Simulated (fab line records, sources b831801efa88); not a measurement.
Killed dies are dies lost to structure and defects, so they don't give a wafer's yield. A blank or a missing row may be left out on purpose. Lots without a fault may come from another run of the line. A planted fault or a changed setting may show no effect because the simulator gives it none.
Tool commonality check | flow sky130 | 12 lots, 36 wafers sampled

WHY IT WAS OPENED
At SKY_POLY_GATE_THK_MEAS_01 the reading POLY_GATE_CVD_00_THK is flagged on 3 of 12 lots. Wafers without a fault read 179.7 nm, standard deviation 1.7.
Rule: a lot is flagged when every wafer of it that has a number lies more than 4 standard deviations from that mean, or none has a number. The other lots count as sound.

lot  | measured     | on            | POLY_GATE_CVD_00_THK (nm), wafer by wafer | flag
L642 | day 14 01:49 | film_metro-02 | 181.4 180.8 180.9                         |
L641 | day 14 01:50 | film_metro-03 | 182.5 180.6 180.2                         |
L646 | day 15 22:54 | film_metro-01 | 179.7 179.5 178.9                         |
L647 | day 15 22:56 | film_metro-02 | 179.7 179.7 179.5                         |
L648 | day 16 18:17 | film_metro-03 | 175.4 177.3 176.6                         |
L649 | day 17 09:07 | film_metro-03 | 179.9 178.0 179.9                         |
L651 | day 17 16:22 | film_metro-01 | 182.1 182.7 182.6                         |
L652 | day 18 09:10 | film_metro-01 | 181.0 181.2 180.1                         |
L654 | day 18 16:22 | film_metro-01 | 127.1 128.2 128.9                         | FLAGGED
L655 | day 19 02:17 | film_metro-02 | 125.2 126.1 125.7                         | FLAGGED
L656 | day 19 18:46 | film_metro-03 | 128.0 128.8 127.4                         | FLAGGED
L664 | day 22 05:53 | film_metro-02 | 182.3 181.1 183.4                         |
The numbers of the flagged lots are 127.3 nm on average: -52.4 nm against the usual, or -31 standard deviations.

WHICH TOOL RAN EACH LOT
The record holds 1 process step before the reading, out of a route of 708 steps. In each cell: the tool, then ch and the chambers that the sampled wafers went through, then the start.
lot  | flag    | SKY_POLY_GATE_CVD_00
L642 |         | lpcvd-01 ch 0, day 14 00:37
L641 |         | lpcvd-01 ch 0, day 14 00:37
L646 |         | lpcvd-01 ch 0, day 15 21:42
L647 |         | lpcvd-01 ch 1, day 15 21:42
L648 |         | lpcvd-01 ch 0, day 16 17:05
L649 |         | lpcvd-01 ch 0, day 17 07:53
L651 |         | lpcvd-01 ch 0, day 17 15:10
L652 |         | lpcvd-01 ch 0, day 18 07:58
L654 | FLAGGED | lpcvd-01 ch 1, day 18 15:09
L655 | FLAGGED | lpcvd-01 ch 0, day 19 01:04
L656 | FLAGGED | lpcvd-01 ch 0, day 19 17:34
L664 |         | lpcvd-01 ch 1, day 22 04:41
What these steps do:
- SKY_POLY_GATE_CVD_00: deposits poly-Si, target thk 180 nm, time 720 s.
- SKY_POLY_GATE_THK_MEAS_01

FLAGGED OVER TOTAL, TOOL BY TOOL (the gauges that took the reading come last)
step                      | tool          | lots run | flagged | share of the flagged lots | sound lots run after its first flagged lot
SKY_POLY_GATE_CVD_00      | lpcvd-01      | 12       | 3       | all                       | 1 (L664)
SKY_POLY_GATE_THK_MEAS_01 | film_metro-01 | 4        | 1       | some                      | 0
SKY_POLY_GATE_THK_MEAS_01 | film_metro-02 | 4        | 1       | some                      | 1 (L664)
SKY_POLY_GATE_THK_MEAS_01 | film_metro-03 | 4        | 1       | some                      | 0

WHAT THE TABLE ALLOWS
1 row of the table ran every flagged lot: lpcvd-01 at SKY_POLY_GATE_CVD_00.
- lpcvd-01 at SKY_POLY_GATE_CVD_00: 3 of its 12 lots flagged. Sound lots ran on it after the first flagged one (L664), which a lasting fault on the whole tool wouldn't allow. Its own readings lie more than 4 standard deviations out on every wafer of the flagged lots: pressure_mtorr.
No row of the table ran every flagged lot and no sound lot after the first.

WHAT THE SIMULATOR HAD PUT IN
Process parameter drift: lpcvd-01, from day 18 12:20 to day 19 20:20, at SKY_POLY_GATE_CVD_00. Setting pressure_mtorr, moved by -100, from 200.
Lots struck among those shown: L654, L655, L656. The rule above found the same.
